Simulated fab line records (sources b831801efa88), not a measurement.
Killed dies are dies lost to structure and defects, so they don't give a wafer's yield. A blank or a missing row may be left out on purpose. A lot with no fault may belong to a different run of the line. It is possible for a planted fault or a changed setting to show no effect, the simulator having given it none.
Comparing a struck lot with a sound one || flow gf180mcu || 29 steps out of a route of 602
Sound: the wafers L448.2, L448.3, L448.4. The struck wafers were L464.2, L464.4, L464.6. Last of all comes the cause.
At each step with rows: each side's tool, then ch and its chambers, then its first start. Under that, the readings that differ: sound wafers || struck wafers || difference of the means || sigmas: that difference in standard deviations of wafers without a fault.
alike: readings with means less than 2 such deviations apart, plus words and numbers identical on both sides. not compared: withheld readings, readings lacking a value on some wafer, bounds such as >300 that could conceal the same value, and numbers that have no deviation in the record and whose values overlap.
Wherever a step has rows on one side only, a row that says differs or no value, or a row with sigmas, the two part there. Numbers that don't overlap but have no deviation are shown without sigmas and don't part them. A reading that every wafer of one side lacks parts them only if that side has two wafers or more.

first, 7 steps without rows for these wafers: GF_HV_LDD_DEHYDRATE_24 (time 60 s); GF_HV_LDD_HMDS_25 (prime time 60 s); GF_HV_LDD_COAT_26 (resist thk 1000 nm); GF_HV_LDD_SOFTBAKE_27 (time 60 s); GF_HV_LDD_EXPOSE_28 (exposes mask Nplus HV AREA, target cd 400 nm); GF_HV_LDD_PEB_29; GF_HV_LDD_DEVELOP_30 (develop time 60 s).
GF_HV_LDD_CD_MEAS_31: the cd target is 400 nm.
  sound: cdSem-02 at day 11 18:40; struck: cdSem-02 at day 17 05:38
  alike: cdNm
GF_HV_LDD_OVL_MEAS_32:
  sound: overlay-01 at day 11 18:46; struck: overlay-02 at day 17 05:45
  alike: HV_LDD_02_OVL
then, 3 steps without rows for these wafers: GF_HV_LDD_IMPLANT_33; GF_HV_LDD_IMPLANT_34; GF_HV_LDD_IMPLANT_35.
GF_HV_LDD_IMPLANT_36:
  sound on implanter-01 ch 0, day 11 19:16; struck on implanter-03, day 17 06:16
  no value came back on the struck wafers for beamEnergyKeV, beamOnS (s), implantIonAmu; on the sound wafers beamEnergyKeV reads 60.004 60.012 60.014
GF_HV_LDD_STRIP_37: strips in O2/N2.
  sound on plasmaAsher-03 ch 0,1, day 11 19:24; struck on plasmaAsher-04 ch 0,1, day 17 06:23
  alike: drypumpMotorCurrentA, heaterPowerW, n2FlowSccm, oesProductAu, stripTimeToEndpointS
  not compared: rfHoursCounterH
GF_HV_LDD_TW_MEAS_38:
  sound: filmMetro-04 at day 11 19:31; struck: filmMetro-01 at day 17 06:43
{"reading": "HV_LDD_3_TW", "sound": "1431 1434 1434", "struck": "1321 1327 1317", "difference": -111, "sigmas": -7}
  not compared: hold
then, 6 steps without rows for these wafers: GF_HV_LDD_HMDS_40 (prime time 60 s); GF_HV_LDD_COAT_41 (resist thk 1000 nm); GF_HV_LDD_SOFTBAKE_42 (time 60 s); GF_HV_LDD_EXPOSE_43 (exposes mask Pplus HV AREA, target cd 400 nm); GF_HV_LDD_PEB_44; GF_HV_LDD_DEVELOP_45 (develop time 60 s).
GF_HV_LDD_CD_MEAS_46: the cd target is 400 nm.
  sound: cdSem-02 at day 12 15:10; struck: cdSem-01 at day 18 05:19
  alike: cdNm
GF_HV_LDD_OVL_MEAS_47:
  sound: overlay-01 at day 12 15:16; struck: overlay-01 at day 18 05:25
  alike: HV_LDD_03_OVL
then, 1 step without rows for these wafers: GF_HV_LDD_IMPLANT_48.
GF_HV_LDD_STRIP_49: strips in O2/N2.
  sound on plasmaAsher-03 ch 0,1, day 12 15:27; struck on plasmaAsher-04 ch 0, day 18 05:35
{"reading": "stripTimeToEndpointS (s)", "sound": "12.56 12.58 12.57", "struck": "12.65 12.66 12.64", "difference": "+0.08", "sigmas": "+2"}
  alike: drypumpMotorCurrentA, heaterPowerW, n2FlowSccm, oesProductAu
  not compared: rfHoursCounterH
GF_HV_LDD_TW_MEAS_50:
  sound: filmMetro-04 at day 12 15:34; struck: filmMetro-03 at day 18 05:42
  alike: HV_LDD_4_TW
then, 1 step without rows for these wafers: GF_HV_LDD_CLEAN_51 (cleans in SC1/SC2, time 150 s).
GF_HV_LDD_RTA_52: time 10 s.
  sound on rtpAnneal-02 ch 0, day 12 15:40; struck on rtpAnneal-02 ch 0, day 18 05:49
  alike: lampPowerPct, wafer_temp_C_max
GF_HV_LDD_RS_MEAS_53: measurement is done with a four-point probe.
  sound: filmMetro-01 at day 12 15:45; struck: filmMetro-03 at day 18 06:11
{"reading": "HV_LDD_RS (ohm/sq)", "sound": "416.9 418.5 417.3", "struck": "440.9 441.1 441.0", "difference": "+23.4", "sigmas": "+21"}
  not compared: hold

WHERE THEY PART
Last at GF_HV_LDD_RS_MEAS_53 as far as this record goes, first at GF_HV_LDD_IMPLANT_36.

WHY: whatever the simulator had introduced
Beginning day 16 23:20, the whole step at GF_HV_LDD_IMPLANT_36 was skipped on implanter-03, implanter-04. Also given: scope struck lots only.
